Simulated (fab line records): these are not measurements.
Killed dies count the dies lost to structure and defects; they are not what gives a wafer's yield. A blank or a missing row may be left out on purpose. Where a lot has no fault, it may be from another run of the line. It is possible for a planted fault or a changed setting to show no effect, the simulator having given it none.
The tool behind it: which one? | flow gf180mcu | 14 lots, 42 wafers sampled, at 2 steps of a route of 602

WHAT EACH GAUGE READ, for each wafer
GF_POLY_GATE_THK_MEAS_17. Usual: for POLY_GATE_OXIDATION_THK the level is 3.99 nm and the standard deviation is 0.078.
lot  | measured     | on           | POLY_GATE_OXIDATION_THK (nm) | flag
L145 | day 9 13:23  | filmMetro-02 | 3.91 3.99 4.01               | 
L146 | day 9 21:50  | filmMetro-02 | 4.07 4.10 4.11               | 
L147 | day 10 00:17 | filmMetro-03 | 3.99 3.96 4.03               | 
L148 | day 10 10:14 | filmMetro-01 | 4.04 3.94 4.03               | 
L149 | day 10 14:23 | filmMetro-01 | 3.98 4.00 3.98               | 
L150 | day 10 22:31 | filmMetro-02 | 3.92 3.87 3.95               | 
L151 | day 11 01:36 | filmMetro-01 | 4.10 3.96 3.95               | 
L153 | day 11 19:02 | filmMetro-01 | 4.04 4.07 4.10               | 
L154 | day 12 00:39 | filmMetro-02 | 4.01 4.00 4.04               | 
L155 | day 12 03:53 | filmMetro-01 | 4.05 3.95 3.96               | 
L158 | day 13 04:20 | filmMetro-02 | 3.97 3.96 3.96               | 
L160 | day 13 15:55 | filmMetro-01 | 3.96 4.01 4.02               | 
L163 | day 14 14:09 | filmMetro-01 | 3.94 3.99 3.97               | 
L165 | day 15 04:36 | filmMetro-02 | 3.90 3.97 4.05               | 

GF_POLY_GATE_CD_MEAS_18. Usual: cdNm 280.1 nm, standard deviation 1.8.
lot  | measured     | on       | cdNm (nm)         | flag
L145 | day 9 13:28  | cdSem-02 | 279.9 278.4 281.5 | 
L146 | day 9 21:54  | cdSem-02 | 278.3 278.9 280.4 | 
L147 | day 10 00:20 | cdSem-02 | 282.2 284.1 282.7 | 
L148 | day 10 10:19 | cdSem-01 | 279.4 279.6 280.0 | 
L149 | day 10 14:28 | cdSem-01 | 279.6 277.6 279.0 | 
L150 | day 10 22:37 | cdSem-02 | 279.0 276.0 277.1 | 
L151 | day 11 01:42 | cdSem-01 | 281.4 281.0 281.8 | 
L153 | day 11 19:08 | cdSem-02 | 282.0 280.9 282.0 | 
L154 | day 12 00:43 | cdSem-02 | 281.1 283.7 281.2 | 
L155 | day 12 03:57 | cdSem-02 | 280.5 279.1 277.2 | 
L158 | day 13 04:24 | cdSem-01 | 282.5 282.6 280.9 | 
L160 | day 13 15:59 | cdSem-02 | 282.4 281.8 279.6 | 
L163 | day 14 14:16 | cdSem-02 | 277.3 280.6 277.1 | 
L165 | day 15 04:43 | cdSem-02 | 280.4 279.6 280.3 | 

TOOL THAT RAN EACH LOT (tool first, then ch and the chambers of the sampled wafers, then the start)
There is no process step in the record ahead of these readings.

AS READ BY THE TOOLS THEMSELVES (means over the sampled wafers that have a number; for cases with no such wafer, the mark the record gives instead)
The record holds no such reading with a usual standard deviation.

THE ANSWER, worked out from the rows above alone
Rule: a lot counts as off when the mean over its wafers that have a number is more than 3 standard deviations away from the usual mean. A lot without any number at a reading at which 4 lots or more have one is off too. All remaining lots with rows at the step are treated as sound. After the gauges, taken in route order, come the tools' own readings; for these a lot's mean is taken, as printed above. The first step at which some lot is off is used, and at that step the reading that is off furthest; a lot without a number counts as furthest.
None of the lots is off at any reading shown; this tells nothing.

WHAT THE SIMULATOR PUT IN
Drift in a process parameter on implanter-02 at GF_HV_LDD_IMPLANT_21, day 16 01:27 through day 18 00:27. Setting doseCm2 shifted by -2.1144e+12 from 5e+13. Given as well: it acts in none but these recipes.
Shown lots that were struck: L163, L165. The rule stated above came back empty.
